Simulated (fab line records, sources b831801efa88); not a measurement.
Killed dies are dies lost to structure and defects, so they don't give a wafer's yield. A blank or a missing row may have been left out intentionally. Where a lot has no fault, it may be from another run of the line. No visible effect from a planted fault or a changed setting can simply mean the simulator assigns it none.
fab line records	flow sky130
[record] lots = 24	wafers = 72	lastDay = 50
route steps=708 shown LDD_HVP@288 VIA2@529 CAP2M@604 METAL4@630
lots that met no fault: from a run of the same line without faults
startH: the number of hours between the record's first day and the start of the first shown wafer of the lot	waitH: hours since the lot's step before	" the same as in the row above	L1.1+2: a row that stands for several wafers	- no value, or no start given	* or withheld: withheld	< > ~ a bound
route shown NAME@n: NAME is a module with steps in the file, n the number in the route of the first one	usual: mean/standard deviation taken from wafers without a fault	same: alike in all rows	chamber/n: place in a boat	sites: per-site readings	_std_site: their standard deviation	_edge_site: inner sites' mean taken away from outer sites' mean	radiusMm: for every site, how far away it sits from the centre of the wafer	mask NAME#n: copy n	behind: the tool/chamber that last shaped the wafer	hold: reason for holding the lot/hours on hold/outcome of the hold	device: the n, p or np transistor that did not switch	end of line: tests run on the same wafers once the route is complete	a step with no rows: only its recipe	killed: count of dies lost to structure and defects at first sort (not the wafer's yield)	map: a wafer's dies, x killed, . not, _ none there
set.NAME: the setting that was run; set.NAME@STEP: the one run at that earlier step	model.NAME: the simulator's own value behind a step, which no gauge read
steps of the route over a sample of lots; a table a step, a row a wafer
services: when a tool's chamber went out of use (startH, in hours from the record's first day, below 0 if earlier), for how many hours, and the reason
[[steps]]
[step SKY_LDD_HVP_TW_MEAS_10]
[usual] LDD_HVP_TW = 458.3/2.8
lot.wafer	tool	chamber	startH	waitH	LDD_HVP_TW
L074.1	filmMetro-01	-	498.92	0.1	457.5
L074.4	"	-	"	"	457.1
L074.6	"	-	"	"	457.4
L075.3	filmMetro-03	-	510.44	0.1	457.4
L075.4	"	-	"	"	458.9
L075.5	"	-	"	"	457.1
L076.1	filmMetro-01	-	514.95	0.1	460.1
L076.2	"	-	"	"	457.1
L076.6	"	-	"	"	457.9
L077.1	filmMetro-01	-	526.72	0.1	458.2
L077.2	"	-	"	"	460.0
L077.4	"	-	"	"	459.1
L078.1	filmMetro-03	-	537.12	0.1	455.1
L078.5	"	-	"	"	456.2
L078.6	"	-	"	"	453.6
L079.2	filmMetro-01	-	539.92	0.1	457.0
L079.3	"	-	"	"	459.6
L079.4	"	-	"	"	459.8
L080.1	filmMetro-04	-	548.21	0.1	458.0
L080.2	"	-	"	"	460.9
L080.5	"	-	"	"	458.7
L081.1	filmMetro-04	-	557.26	0.1	460.1
L081.3	"	-	"	"	455.8
L081.4	"	-	"	"	459.1
L082.3	filmMetro-04	-	572.43	0.1	460.2
L082.5	"	-	"	"	456.1
L082.6	"	-	"	"	458.7
L083.2	filmMetro-01	-	576.91	0.1	457.5
L083.3	"	-	"	"	458.8
L083.4	"	-	"	"	458.4
L084.1	filmMetro-01	-	585.02	0.1	456.9
L084.3	"	-	"	"	457.3
L084.4	"	-	"	"	456.0
L085.2	filmMetro-04	-	593.26	0.1	459.7
L085.4	"	-	"	"	460.4
L085.5	"	-	"	"	460.6
L086.1	filmMetro-01	-	603.65	0.1	459.7
L086.3	"	-	"	"	455.6
L086.4	"	-	"	"	457.1
L087.2	filmMetro-04	-	610.16	0.1	455.5
L087.3	"	-	"	"	454.8
L087.5	"	-	"	"	455.4
L088.3	filmMetro-03	-	618.87	0.1	457.6
L088.5	"	-	"	"	455.6
L088.6	"	-	"	"	457.5
L089.4	filmMetro-01	-	628.70	0.1	456.3
L089.5	"	-	"	"	454.4
L089.6	"	-	"	"	455.4
L090.2	filmMetro-04	-	634.68	0.1	460.1
L090.3	"	-	"	"	461.5
L090.5	"	-	"	"	458.8
L091.4	filmMetro-03	-	647.13	0.1	456.4
L091.5	"	-	"	"	452.6
L091.6	"	-	"	"	453.9
L092.1	filmMetro-01	-	654.66	0.1	455.1
L092.4	"	-	"	"	457.7
L092.6	"	-	"	"	456.4
L093.2	filmMetro-03	-	659.02	0.1	455.7
L093.3	"	-	"	"	455.8
L093.5	"	-	"	"	453.8
L094.1	filmMetro-04	-	668.01	0.1	464.4
L094.2	"	-	"	"	465.4
L094.5	"	-	"	"	460.0
L095.1	filmMetro-04	-	673.52	0.1	465.6
L095.2	"	-	"	"	464.1
L095.5	"	-	"	"	464.7
L096.3	filmMetro-04	-	679.19	0.1	463.7
L096.4	"	-	"	"	463.0
L096.5	"	-	"	"	463.8
L097.2	filmMetro-03	-	682.11	0.1	456.4
L097.3	"	-	"	"	458.5
L097.4	"	-	"	"	457.2
[step SKY_VIA2_RS_MEAS_22]
[recipe] thkMeasGauge = four-point-probe	reads = W_of_VIA2_CVD_21+TiN_of_VIA2_SPUTTER_20
[usual] VIA2_W_RS = 0.271/0.0036
lot.wafer	tool	chamber	startH	waitH	VIA2_W_RS[ohm/sq]
L074.1	filmMetro-04	-	853.01	0.1	0.264
L074.4	"	-	"	"	0.273
L074.6	"	-	"	"	0.266
L075.3	filmMetro-01	-	863.17	0.1	0.269
L075.4	"	-	"	"	0.274
L075.5	"	-	"	"	0.269
L076.1	filmMetro-01	-	866.87	0.1	0.272
L076.2	"	-	"	"	0.274
L076.6	"	-	"	"	0.275
L077.1	filmMetro-01	-	878.07	0.1	0.278
L077.2	"	-	"	"	0.275
L077.4	"	-	"	"	0.274
L078.1	filmMetro-04	-	884.77	0.1	0.277
L078.5	"	-	"	"	0.277
L078.6	"	-	"	"	0.275
L079.2	filmMetro-01	-	887.90	0.1	0.276
L079.3	"	-	"	"	0.275
L079.4	"	-	"	"	0.268
L080.1	filmMetro-04	-	897.02	0.1	0.278
L080.2	"	-	"	"	0.270
L080.5	"	-	"	"	0.269
L081.1	filmMetro-02	-	904.52	0.1	0.270
L081.3	"	-	"	"	0.269
L081.4	"	-	"	"	0.272
L082.3	filmMetro-02	-	916.55	0.1	0.271
L082.5	"	-	"	"	0.271
L082.6	"	-	"	"	0.270
L083.2	filmMetro-01	-	922.95	0.1	0.270
L083.3	"	-	"	"	0.264
L083.4	"	-	"	"	0.268
L084.1	filmMetro-02	-	927.59	0.1	0.270
L084.3	"	-	"	"	0.272
L084.4	"	-	"	"	0.271
L085.2	filmMetro-01	-	933.91	0.1	0.266
L085.4	"	-	"	"	0.268
L085.5	"	-	"	"	0.267
L086.1	filmMetro-02	-	940.62	0.1	0.271
L086.3	"	-	"	"	0.278
L086.4	"	-	"	"	0.271
L087.2	filmMetro-02	-	948.43	0.1	0.272
L087.3	"	-	"	"	0.267
L087.5	"	-	"	"	0.270
L088.3	filmMetro-01	-	955.12	0.1	0.267
L088.5	"	-	"	"	0.269
L088.6	"	-	"	"	0.269
L089.4	filmMetro-02	-	963.35	0.1	0.268
L089.5	"	-	"	"	0.269
L089.6	"	-	"	"	0.271
L090.2	filmMetro-02	-	968.36	0.1	0.271
L090.3	"	-	"	"	0.267
L090.5	"	-	"	"	0.268
L091.4	filmMetro-02	-	978.23	0.1	0.270
L091.5	"	-	"	"	0.273
L091.6	"	-	"	"	0.269
L092.1	filmMetro-02	-	982.13	0.1	0.268
L092.4	"	-	"	"	0.276
L092.6	"	-	"	"	0.266
L093.2	filmMetro-02	-	987.93	0.1	0.270
L093.3	"	-	"	"	0.264
L093.5	"	-	"	"	0.271
L094.1	filmMetro-01	-	995.67	0.1	0.272
L094.2	"	-	"	"	0.267
L094.5	"	-	"	"	0.274
L095.1	filmMetro-01	-	1001.77	0.1	0.274
L095.2	"	-	"	"	0.266
L095.5	"	-	"	"	0.275
L096.3	filmMetro-01	-	1006.39	0.1	0.268
L096.4	"	-	"	"	0.271
L096.5	"	-	"	"	0.271
L097.2	filmMetro-04	-	1020.70	0.1	0.273
L097.3	"	-	"	"	0.269
L097.4	"	-	"	"	0.277
[step SKY_VIA2_CMP_24]
[recipe] stopOn = SiO2	tOverpolishS = 20	downForcePsi = 3.5	platenRpm = 60	targetThkNm = 0	padVelocityMS = 0.94248
[usual] motorCurrentA = 10.4/1.3	overpolishRunS = 20.000/0.01	timeToEndpointS = 100/6.1
[same] tOverpolishS = 20
lot.wafer	tool	chamber	startH	waitH	motorCurrentA	overpolishRunS	timeToEndpointS
L074.1	cmp-01	0	853.24	0.1	10.7	20.014	108
L074.4	"	2	"	"	10.5	20.018	95
L074.6	"	3	"	"	11.7	19.988	101
L075.4	cmp-02	3	863.31	0.0	11.8	20.009	95
L075.3	"	0	"	"	8.5	20.008	102
L075.5	"	0	"	"	8.5	20.000	107
L076.1	cmp-02	0	867.15	0.1	8.0	19.997	102
L076.2	"	1	"	"	10.1	20.010	93
L076.6	"	3	"	"	11.6	20.016	98
L077.4	cmp-02	2	878.25	0.0	9.8	19.988	106
L077.2	"	0	"	"	8.4	19.992	98
L077.1	"	1	"	"	10.2	19.997	92
L078.1	cmp-02	2	885.05	0.1	10.1	19.996	106
L078.6	"	0	"	"	8.7	20.006	99
L078.5	"	1	"	"	9.6	20.005	96
L079.4	cmp-01	0	888.14	0.1	9.4	20.002	112
L079.2	"	1	"	"	10.9	19.996	101
L079.3	"	3	"	"	11.2	19.995	99
L080.1	cmp-02	0	897.25	0.1	8.8	20.011	100
L080.2	"	2	"	"	9.7	19.997	105
L080.5	"	0	"	"	8.1	19.997	103
L081.3	cmp-02	2	904.70	0.0	9.6	19.994	104
L081.1	"	3	"	"	12.7	19.995	97
L081.4	"	0	"	"	8.5	20.013	98
L082.3	cmp-01	1	916.84	0.2	11.6	19.991	105
L082.5	"	3	"	"	12.2	19.988	102
L082.6	"	0	"	"	10.1	20.011	111
L083.3	cmp-01	1	923.16	0.1	11.4	19.999	113
L083.4	"	2	"	"	10.9	19.980	99
L083.2	"	3	"	"	11.7	19.988	106
L084.3	cmp-02	2	927.77	0.0	10.0	20.004	107
L084.1	"	0	"	"	8.5	19.990	104
L084.4	"	1	"	"	10.5	20.012	95
L085.4	cmp-02	2	934.17	0.1	9.9	19.993	101
L085.2	"	3	"	"	11.5	20.004	95
L085.5	"	0	"	"	8.4	19.995	103
L086.4	cmp-02	3	940.80	0.0	12.1	19.998	96
L086.3	"	0	"	"	8.7	20.000	99
L086.1	"	2	"	"	9.5	20.018	103
L087.3	cmp-01	1	948.69	0.1	10.5	20.017	106
L087.2	"	2	"	"	10.8	19.993	94
L087.5	"	0	"	"	10.2	19.982	114
L088.3	cmp-01	1	955.36	0.1	11.2	20.002	108
L088.6	"	3	"	"	12.1	20.015	104
L088.5	"	0	"	"	10.4	20.009	112
L089.4	cmp-02	0	963.62	0.2	8.7	20.016	102
L089.5	"	1	"	"	10.0	20.009	90
L089.6	"	2	"	"	9.5	19.995	101
L090.3	cmp-02	1	968.52	0.0	9.6	19.995	91
L090.2	"	2	"	"	10.1	20.010	101
L090.5	"	1	"	"	9.9	19.992	89
L091.4	cmp-02	3	978.45	0.1	12.4	19.993	96
L091.6	"	1	"	"	10.0	19.994	94
L091.5	"	2	"	"	9.7	19.985	100
L092.4	cmp-02	0	982.36	0.1	8.1	20.005	93
L092.1	"	1	"	"	9.3	20.008	91
L092.6	"	3	"	"	12.2	19.994	94
L093.3	cmp-02	1	988.14	0.1	10.1	20.013	95
L093.2	"	3	"	"	12.3	19.988	97
L093.5	"	0	"	"	8.5	20.001	99
L094.2	cmp-01	1	996.10	0.3	11.2	20.011	107
L094.1	"	3	"	"	12.3	20.002	103
L094.5	"	1	"	"	11.3	20.021	104
L095.1	cmp-02	1	1002.05	0.1	9.9	20.011	94
L095.2	"	2	"	"	9.7	20.006	105
L095.5	"	0	"	"	8.4	19.987	101
L096.3	cmp-01	1	1006.53	0.0	11.2	20.007	110
L096.4	"	0	"	"	10.3	20.003	109
L096.5	"	1	"	"	11.2	20.010	108
L097.2	cmp-02	0	1020.86	0.0	8.9	20.008	98
L097.4	"	2	"	"	9.8	19.977	101
L097.3	"	3	"	"	12.4	20.001	96
[step SKY_CAP2M_THK_MEAS_01]
[recipe] reads = SiO2_of_CAP2M_CVD_00
[usual] CAP2M_CVD_00_THK = 15.45/0.25
lot.wafer	tool	chamber	startH	waitH	CAP2M_CVD_00_THK[nm]
L074.1	filmMetro-04	-	934.33	-	15.40
L074.4	"	-	"	"	15.35
L074.6	"	-	"	"	15.31
L075.3	filmMetro-01	-	944.74	-	15.19
L075.4	"	-	"	"	15.42
L075.5	"	-	"	"	15.59
L076.1	filmMetro-01	-	947.67	-	15.13
L076.2	"	-	"	"	15.41
L076.6	"	-	"	"	15.38
L077.1	filmMetro-01	-	957.97	-	15.52
L077.2	"	-	"	"	15.07
L077.4	"	-	"	"	15.16
L078.1	filmMetro-01	-	964.88	-	15.20
L078.5	"	-	"	"	15.27
L078.6	"	-	"	"	15.91
L079.2	filmMetro-03	-	967.68	-	15.28
L079.3	"	-	"	"	15.61
L079.4	"	-	"	"	15.97
L080.1	filmMetro-04	-	976.78	-	15.78
L080.2	"	-	"	"	15.09
L080.5	"	-	"	"	15.91
L081.1	filmMetro-01	-	982.57	-	15.68
L081.3	"	-	"	"	15.28
L081.4	"	-	"	"	15.49
L082.3	filmMetro-01	-	995.23	-	15.33
L082.5	"	-	"	"	15.66
L082.6	"	-	"	"	15.57
L083.2	filmMetro-03	-	1000.23	-	15.16
L083.3	"	-	"	"	15.49
L083.4	"	-	"	"	15.81
L084.1	filmMetro-01	-	1004.30	-	15.24
L084.3	"	-	"	"	15.18
L084.4	"	-	"	"	15.08
L085.2	filmMetro-04	-	1010.14	-	14.98
L085.4	"	-	"	"	15.85
L085.5	"	-	"	"	15.33
L086.1	filmMetro-03	-	1017.00	-	15.28
L086.3	"	-	"	"	15.71
L086.4	"	-	"	"	15.54
L087.2	filmMetro-04	-	1024.63	-	15.17
L087.3	"	-	"	"	15.09
L087.5	"	-	"	"	15.51
L088.3	filmMetro-01	-	1030.88	-	15.27
L088.5	"	-	"	"	15.40
L088.6	"	-	"	"	15.56
L089.4	filmMetro-03	-	1039.49	-	15.35
L089.5	"	-	"	"	15.70
L089.6	"	-	"	"	15.71
L090.2	filmMetro-03	-	1042.98	-	15.54
L090.3	"	-	"	"	15.44
L090.5	"	-	"	"	15.47
L091.4	filmMetro-04	-	1051.80	-	15.35
L091.5	"	-	"	"	15.60
L091.6	"	-	"	"	15.38
L092.1	filmMetro-01	-	1055.72	-	15.14
L092.4	"	-	"	"	15.73
L092.6	"	-	"	"	15.67
L093.2	filmMetro-01	-	1060.97	-	14.95
L093.3	"	-	"	"	15.32
L093.5	"	-	"	"	15.67
L094.1	filmMetro-01	-	1068.04	-	15.65
L094.2	"	-	"	"	15.39
L094.5	"	-	"	"	15.63
L095.1	filmMetro-01	-	1072.92	-	15.14
L095.2	"	-	"	"	15.53
L095.5	"	-	"	"	15.36
L096.3	filmMetro-01	-	1077.68	-	15.46
L096.4	"	-	"	"	15.27
L096.5	"	-	"	"	15.36
L097.2	filmMetro-01	-	1089.89	-	15.41
L097.3	"	-	"	"	15.19
L097.4	"	-	"	"	15.65
[step SKY_CAP2M_STRIP_14]
[recipe] chemistry = O2/N2	powerW = 1400	pressureMtorr = 1500	platenTempC = withheld	o2FlowSccm = 3000	n2FlowSccm = 300	overashFraction = 0.5
[usual] drypumpMotorCurrentA = 5.6/0.52	oesProductAu = 0.710/0.0042	stripTimeToEndpointS = 12.63/0.061
lot.wafer	tool	chamber	startH	waitH	drypumpMotorCurrentA	oesProductAu	rfHoursCounterH	stripTimeToEndpointS
L074.1	plasmaAsher-02	1	958.59	0.1	5.5	0.703	22	12.72
L074.4	"	0	"	"	6.4	0.708	-	12.64
L074.6	"	1	"	"	5.5	0.706	-	12.62
L075.3	plasmaAsher-01	1	968.53	0.1	5.5	0.721	-	12.64
L075.4	"	0	"	"	4.9	0.710	-	12.63
L075.5	"	0	"	"	4.9	0.710	-	12.68
L076.1	plasmaAsher-04	1	972.45	0.1	5.5	0.706	54	12.65
L076.2	"	0	"	"	5.0	0.714	54	12.55
L076.6	"	0	"	"	5.0	0.710	-	12.58
L077.1	plasmaAsher-02	0	981.50	0.1	6.5	0.710	24	12.68
L077.2	"	1	"	"	5.5	0.712	24	12.62
L077.4	"	0	"	"	6.5	0.708	-	12.67
L078.1	plasmaAsher-02	0	988.80	0.1	6.5	0.713	25	12.59
L078.5	"	1	"	"	5.5	0.708	-	12.59
L078.6	"	0	"	"	6.5	0.711	-	12.64
L079.2	plasmaAsher-02	0	991.65	0.1	6.4	0.712	25	12.59
L079.3	"	0	"	"	6.4	0.711	-	12.63
L079.4	"	1	"	"	5.5	0.706	-	12.71
L080.1	plasmaAsher-01	1	1001.12	0.1	5.6	0.711	87	12.58
L080.2	"	0	"	"	4.9	0.720	87	12.67
L080.5	"	0	"	"	4.9	0.709	-	12.66
L081.1	plasmaAsher-04	1	1006.00	0.1	5.4	0.709	57	12.51
L081.3	"	0	"	"	5.0	0.710	-	12.56
L081.4	"	1	"	"	5.4	0.711	-	12.65
L082.3	plasmaAsher-04	1	1017.96	0.1	5.5	0.708	-	12.54
L082.5	"	1	"	"	5.5	0.707	-	12.62
L082.6	"	0	"	"	5.0	0.716	-	12.55
L083.2	plasmaAsher-02	0	1023.50	0.1	6.5	0.708	28	12.60
L083.3	"	0	"	"	6.5	0.713	-	12.58
L083.4	"	1	"	"	5.5	0.711	-	12.63
L084.1	plasmaAsher-01	0	1027.53	0.1	4.9	0.709	89	12.61
L084.3	"	1	"	"	5.5	0.713	-	12.74
L084.4	"	0	"	"	4.9	0.705	-	12.58
L085.2	plasmaAsher-02	1	1033.14	0.1	5.5	0.715	29	12.72
L085.4	"	0	"	"	6.4	0.712	-	12.64
L085.5	"	1	"	"	5.5	0.708	-	12.59
L086.1	plasmaAsher-04	1	1039.88	0.1	5.4	0.710	61	12.54
L086.3	"	0	"	"	5.0	0.705	-	12.53
L086.4	"	1	"	"	5.4	0.712	-	12.53
L087.2	plasmaAsher-02	0	1047.29	0.1	6.4	0.706	30	12.73
L087.3	"	0	"	"	6.4	0.707	-	12.61
L087.5	"	1	"	"	5.5	0.714	-	12.62
L088.3	plasmaAsher-04	1	1053.01	0.1	5.5	0.712	-	12.62
L088.5	"	1	"	"	5.4	0.709	-	12.66
L088.6	"	0	"	"	5.0	0.709	-	12.62
L089.4	plasmaAsher-04	0	1060.96	0.1	5.0	0.707	-	12.75
L089.5	"	0	"	"	5.0	0.709	-	12.57
L089.6	"	1	"	"	5.4	0.717	-	12.72
L090.2	plasmaAsher-02	1	1064.84	0.1	5.5	0.711	32	12.60
L090.3	"	0	"	"	6.4	0.707	-	12.53
L090.5	"	0	"	"	6.4	0.709	-	12.59
L091.4	plasmaAsher-01	1	1073.01	0.1	5.5	0.716	-	12.62
L091.5	"	0	"	"	4.9	0.707	-	12.60
L091.6	"	1	"	"	5.5	0.707	-	12.71
L092.1	plasmaAsher-02	0	1077.55	0.1	6.4	0.714	33	12.58
L092.4	"	1	"	"	5.5	0.704	-	12.63
L092.6	"	1	"	"	5.5	0.713	-	12.58
L093.2	plasmaAsher-04	1	1081.83	0.1	5.5	0.704	65	12.66
L093.3	"	1	"	"	5.5	0.710	-	12.69
L093.5	"	0	"	"	5.0	0.708	-	12.56
L094.1	plasmaAsher-04	1	1089.60	0.1	5.4	0.709	66	12.69
L094.2	"	0	"	"	5.0	0.712	66	12.59
L094.5	"	1	"	"	5.4	0.708	-	12.73
L095.1	plasmaAsher-02	0	1093.99	0.1	6.4	0.704	35	12.58
L095.2	"	1	"	"	5.5	0.717	35	12.55
L095.5	"	0	"	"	6.4	0.713	-	12.54
L096.3	plasmaAsher-04	0	1098.33	0.1	5.0	0.708	-	12.61
L096.4	"	1	"	"	5.4	0.705	-	12.67
L096.5	"	1	"	"	5.4	0.715	-	12.66
L097.2	plasmaAsher-02	0	1110.58	0.1	6.4	0.714	36	12.62
L097.3	"	1	"	"	5.5	0.711	-	12.63
L097.4	"	0	"	"	6.4	0.709	-	12.56
[step SKY_METAL4_OVL_MEAS_14]
[usual] METAL4_OVL = -1/5.8
lot.wafer	tool	chamber	startH	waitH	METAL4_OVL[nm]
L074.1	overlay-02	-	982.75	0.1	-11
L074.4	"	-	"	"	-8
L074.6	"	-	"	"	-8
L075.3	overlay-01	-	993.12	0.1	-1
L075.4	"	-	"	"	2
L075.5	"	-	"	"	9
L076.1	overlay-01	-	996.99	0.1	-4
L076.2	"	-	"	"	-15
L076.6	"	-	"	"	-12
L077.1	overlay-01	-	1005.34	0.1	1
L077.2	"	-	"	"	-1
L077.4	"	-	"	"	-3
L078.1	overlay-02	-	1013.25	0.1	1
L078.5	"	-	"	"	-1
L078.6	"	-	"	"	-1
L079.2	overlay-02	-	1015.74	0.1	3
L079.3	"	-	"	"	13
L079.4	"	-	"	"	7
L080.1	overlay-01	-	1025.31	0.1	-3
L080.2	"	-	"	"	-3
L080.5	"	-	"	"	-1
L081.1	overlay-01	-	1029.75	0.1	-2
L081.3	"	-	"	"	-2
L081.4	"	-	"	"	-4
L082.3	overlay-01	-	1040.97	0.1	-7
L082.5	"	-	"	"	-4
L082.6	"	-	"	"	-5
L083.2	overlay-02	-	1047.22	0.1	-14
L083.3	"	-	"	"	-9
L083.4	"	-	"	"	-7
L084.1	overlay-02	-	1050.69	0.1	-1
L084.3	"	-	"	"	1
L084.4	"	-	"	"	-4
L085.2	overlay-02	-	1056.61	0.1	-2
L085.4	"	-	"	"	-2
L085.5	"	-	"	"	8
L086.1	overlay-02	-	1062.56	0.1	-9
L086.3	"	-	"	"	-6
L086.4	"	-	"	"	-7
L087.2	overlay-02	-	1069.96	0.1	0
L087.3	"	-	"	"	-2
L087.5	"	-	"	"	3
L088.3	overlay-02	-	1075.25	0.1	3
L088.5	"	-	"	"	-4
L088.6	"	-	"	"	3
L089.4	overlay-01	-	1082.20	0.1	-7
L089.5	"	-	"	"	-2
L089.6	"	-	"	"	-6
L090.2	overlay-02	-	1086.61	0.1	-3
L090.3	"	-	"	"	-5
L090.5	"	-	"	"	-9
L091.4	overlay-02	-	1094.57	0.1	-5
L091.5	"	-	"	"	0
L091.6	"	-	"	"	-3
L092.1	overlay-02	-	1098.66	0.1	8
L092.4	"	-	"	"	11
L092.6	"	-	"	"	3
L093.2	overlay-01	-	1102.96	0.1	-2
L093.3	"	-	"	"	-1
L093.5	"	-	"	"	2
L094.1	overlay-01	-	1110.85	0.1	-3
L094.2	"	-	"	"	1
L094.5	"	-	"	"	3
L095.1	overlay-01	-	1114.69	0.1	-5
L095.2	"	-	"	"	-5
L095.5	"	-	"	"	-1
L096.3	overlay-01	-	1118.91	0.1	2
L096.4	"	-	"	"	16
L096.5	"	-	"	"	1
L097.2	overlay-02	-	1129.95	0.1	1
L097.3	"	-	"	"	-1
L097.4	"	-	"	"	7
[[services]]
tool	chamber	startH	hours	kind
plasmaAsher-02	-	839.02	1.6	repair
cmp-01	-	884.75	2.9	repair
cmp-02	-	897.51	2.3	repair
cmp-02	-	912.15	4.0	pm
cmp-02	-	913.13	3.7	repair
cmp-02	-	916.15	-	consumableReplace:conditioner
cmp-02	-	916.15	-	consumableReplace:pad
cmp-02	-	921.65	0.5	repair
plasmaAsher-04	-	955.50	0.5	repair
cmp-02	-	957.01	2.2	repair
cmp-01	-	971.55	4.0	repair
plasmaAsher-01	-	1004.00	0.5	repair
plasmaAsher-02	-	1029.06	2.4	repair
plasmaAsher-02	-	1059.98	1.6	repair
cmp-01	-	1080.60	3.1	repair
cmp-01	-	1090.53	4.0	pm
cmp-01	-	1094.53	-	consumableReplace:conditioner
cmp-01	-	1094.53	-	consumableReplace:pad
cmp-02	-	1102.67	0.3	repair
cmp-02	-	1104.94	1.0	repair
[[key]]
fault none
